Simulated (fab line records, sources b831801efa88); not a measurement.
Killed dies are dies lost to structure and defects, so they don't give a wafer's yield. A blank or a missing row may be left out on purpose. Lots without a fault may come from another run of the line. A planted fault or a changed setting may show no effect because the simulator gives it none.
fab line records | flow sky130
record lots=13 wafers=39 last_day=50
route steps=708 shown METAL1@453
lots that met no fault: from a run of the same line without faults
start_h: hours from the record's first day to the start of the lot's first wafer shown | wait_h: hours since the lot's step before | " the same as in the row above | L1.1+2: a row that stands for several wafers | - no value, or no start given | * or withheld: withheld | < > ~ a bound
route shown NAME@n: a module of which the file shows steps, and the number in the route of the first | usual: mean/standard deviation of fault-free wafers | same: alike in all rows | chamber/n: place in a boat | sites: the reading at each site | _std_site: their standard deviation | _edge_site: outer sites' mean less inner sites' | radius_mm: how far each site lies from the wafer's centre | mask NAME#n: copy n | behind: the tool/chamber that last shaped the wafer | hold: why the lot was held/for how many hours/how that ended | device: the transistor (n, p or np) that didn't switch | end of line: the same wafers' tests at the end of the route | a step without rows: its recipe alone | killed: dies lost to structure and defects at the first sort, not the wafer's yield | map: a wafer's dies, x killed, . not, _ none there
set.NAME: the setting as run; set.NAME@STEP: as run at that earlier step | model.NAME: the simulator's own value behind a step, which no gauge read
steps of the route over a sample of lots; a table a step, a row a wafer
services: from which hour (start_h, from the record's first day; less than 0 if before it) a tool's chamber was out of use, for how many hours, and why
## steps
# step SKY_METAL1_METAL_ETCH_19
# recipe target_depth_a=3600 stop_on=SiO2 over_etch_frac=0.3 time_s=78 chemistry=Cl2/BCl3 resist_sidewall_deg=88 pressure_mtorr=10 icp_w=900 bias_w=48.5 Cl2_flow_sccm=60 bcl3_flow_sccm=30
# usual bias_w=48.51/0.14 drypump_motor_current_A=5.6/0.37 oes_product_au=0.853/0.0052 throttle_valve_pct=22.264/0.0088
# columns lot.wafer tool chamber start_h wait_h bias_w drypump_motor_current_A oes_product_au rf_hours_counter_h throttle_valve_pct
L852.2 rie_metal-02 0 760.32 0.0 48.47 5.8 0.854 12 22.265
L852.5 " 0 " " 48.54 5.8 0.858 - 22.265
L852.6 " 1 " " 48.73 5.7 0.860 - 22.272
L854.3 rie_metal-04 0 771.39 0.1 48.28 6.0 0.854 - 22.263
L854.4 " 1 " " 48.49 5.2 0.847 - 22.260
L854.5 " 0 " " 48.46 6.0 0.846 - 22.268
L853.1 rie_metal-04 0 779.72 0.0 48.34 6.0 0.852 8 22.265
L853.2 " 1 " " 48.55 5.2 0.855 16 22.276
L853.5 " 0 " " 48.33 6.0 0.847 - 22.269
L857.1 rie_metal-03 0 799.91 0.0 48.70 6.0 0.846 3 22.264
L857.2 " 1 " " 48.41 5.1 0.844 6 22.262
L857.3 " 0 " " 48.84 6.0 0.852 - 22.281
L858.3 rie_metal-04 0 811.60 0.1 48.52 6.0 0.853 - 22.263
L858.4 " 1 " " 48.72 5.2 0.853 - 22.270
L858.6 " 0 " " 48.38 6.0 0.857 - 22.256
L860.1 rie_metal-02 0 817.68 0.0 48.61 5.8 0.857 14 22.271
L860.3 " 1 " " 48.66 5.7 0.855 - 22.267
L860.6 " 1 " " 48.38 5.7 0.853 - 22.274
L868.2 rie_metal-03 1 912.06 0.0 48.47 5.1 0.859 12 22.255
L868.3 " 0 " " 48.39 6.0 0.850 - 22.249
L868.6 " 1 " " 48.54 5.1 0.859 - 22.273
L867.1 rie_metal-04 0 912.82 0.0 48.52 6.0 0.857 13 22.277
L867.4 " 1 " " 48.62 5.2 0.847 - 22.256
L867.5 " 1 " " 48.42 5.2 0.845 - 22.246
L870.1 rie_metal-02 0 913.96 0.0 48.47 5.8 0.854 2 22.270
L870.2 " 1 " " 48.56 5.7 0.857 4 22.290
L870.4 " 1 " " 48.38 5.7 0.862 - 22.256
L872.2 rie_metal-02 0 915.95 0.0 48.50 5.8 0.854 2 22.272
L872.3 " 0 " " 48.38 5.8 0.855 - 22.259
L872.4 " 1 " " 48.37 5.7 0.851 - 22.267
L873.1 rie_metal-04 0 916.82 0.0 48.73 6.0 0.859 14 22.243
L873.3 " 1 " " 48.57 5.2 0.852 - 22.265
L873.6 " 1 " " 48.32 5.2 0.858 - 22.263
L874.3 rie_metal-02 0 921.27 0.1 48.71 5.8 0.858 - 22.260
L874.5 " 1 " " 48.38 5.7 0.857 - 22.257
L874.6 " 0 " " 48.57 5.8 0.845 - 22.268
L875.1 rie_metal-03 1 928.26 0.0 48.65 5.1 0.855 13 22.256
L875.4 " 0 " " 48.32 6.0 0.855 - 22.251
L875.6 " 1 " " 48.38 5.1 0.850 - 22.267
# step SKY_METAL1_STRIP_20
# recipe chemistry=O2/N2 power_w=1400 pressure_mtorr=1500 platen_temp_c=withheld o2_flow_sccm=3000 n2_flow_sccm=300 overash_fraction=0.5
# usual drypump_motor_current_A=5.6/0.43 oes_product_au=0.344/0.0048 strip_time_to_endpoint_s=2.72/0.041
# columns lot.wafer tool chamber start_h wait_h drypump_motor_current_A oes_product_au rf_hours_counter_h strip_time_to_endpoint_s
L852.2 plasma_asher-03 1 760.41 0.1 5.5 0.337 65 2.65
L852.5 " 0 " " 5.2 0.341 - 2.65
L852.6 " 1 " " 5.4 0.347 - 2.71
L854.3 plasma_asher-01 1 771.48 0.1 5.3 0.350 - 2.78
L854.4 " 0 " " 6.6 0.343 - 2.72
L854.5 " 0 " " 6.5 0.352 - 2.75
L853.1 plasma_asher-01 0 779.81 0.1 6.5 0.339 100 2.69
L853.2 " 1 " " 5.3 0.342 100 2.67
L853.5 " 1 " " 5.3 0.341 - 2.72
L857.1 plasma_asher-01 1 800.00 0.1 5.3 0.341 101 2.74
L857.2 " 0 " " 6.6 0.347 101 2.70
L857.3 " 1 " " 5.3 0.347 - 2.74
L858.3 plasma_asher-03 0 811.69 0.1 5.2 0.345 - 2.78
L858.4 " 1 " " 5.4 0.273 - 1.14
L858.6 " 1 " " 5.4 0.345 - 2.77
L860.1 plasma_asher-01 1 817.77 0.1 5.3 0.334 104 2.76
L860.3 " 0 " " 6.5 0.344 - 2.72
L860.6 " 0 " " 6.6 0.341 - 2.75
L868.2 plasma_asher-03 0 912.15 0.1 5.2 0.344 80 2.72
L868.3 " 0 " " 5.2 0.357 - 2.81
L868.6 " 0 " " 5.2 0.330 - 2.72
L867.1 plasma_asher-04 1 912.91 0.1 5.7 0.350 44 2.77
L867.4 " 1 " " 5.7 0.347 - 2.68
L867.5 " 1 " " 5.7 0.344 - 2.68
L870.1 plasma_asher-03 1 914.05 0.1 5.5 0.349 80 2.72
L870.2 " 0 " " 5.2 0.347 80 2.74
L870.4 " 0 " " 5.2 0.344 - 2.73
L872.2 plasma_asher-01 1 916.04 0.1 5.3 0.340 113 2.73
L872.3 " 0 " " 6.6 0.349 - 2.74
L872.4 " 1 " " 5.3 0.349 - 2.75
L873.1 plasma_asher-04 1 916.91 0.1 5.6 0.348 45 2.73
L873.3 " 0 " " 5.4 0.342 - 2.63
L873.6 " 0 " " 5.4 0.348 - 2.66
L874.3 plasma_asher-03 0 921.37 0.1 5.2 0.344 - 2.69
L874.5 " 0 " " 5.2 0.341 - 2.77
L874.6 " 1 " " 5.5 0.341 - 2.70
L875.1 plasma_asher-04 0 928.35 0.1 5.4 0.347 46 2.64
L875.4 " 1 " " 5.7 0.349 - 2.77
L875.6 " 0 " " 5.4 0.348 - 2.63
## services
# columns tool chamber start_h hours kind
plasma_asher-03 - 738.17 9.2 repair
rie_metal-02 1 776.31 2.2 repair
rie_metal-02 1 778.51 - clean
rie_metal-02 1 778.51 22.7 scheduled_down
rie_metal-02 1 778.51 22.7 vent_cycle
rie_metal-04 1 779.81 - clean
rie_metal-04 1 779.81 19.7 scheduled_down
rie_metal-04 1 779.81 19.7 vent_cycle
rie_metal-03 0 823.52 9.1 repair
rie_metal-03 - 832.23 2.8 pm
rie_metal-02 0 841.41 - clean
rie_metal-02 0 841.41 15.8 scheduled_down
rie_metal-02 0 841.41 15.8 vent_cycle
rie_metal-03 0 846.88 17.2 repair
rie_metal-02 - 852.24 1.1 repair
plasma_asher-03 - 863.21 1.4 repair
rie_metal-04 - 912.91 2.8 pm
plasma_asher-01 - 920.30 2.3 repair
## key
first_sign step=SKY_METAL1_STRIP_20 reading=strip_time_to_endpoint_s direction=down sigmas=39 usual=* struck=*
effect step=SKY_METAL1_STRIP_20 reading=oes_product_au direction=down sigmas=15 usual=0.344 struck=0.273
met_at SKY_METAL1_METAL_ETCH_19
struck_lots L858
struck_wafers L858.4
sort_left_out L858.4
onset_between 779.72 811.60
fault kind=process_parameter_drift tool=rie_metal-04 chamber=1 onset_h=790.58 steps=SKY_METAL1_METAL_ETCH_19 channel=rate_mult offset=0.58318 shape=step end_h=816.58
# sort_left_out: the simulated sort isn't trusted on such a fault, so these wafers' sort isn't shown, and their yield isn't known
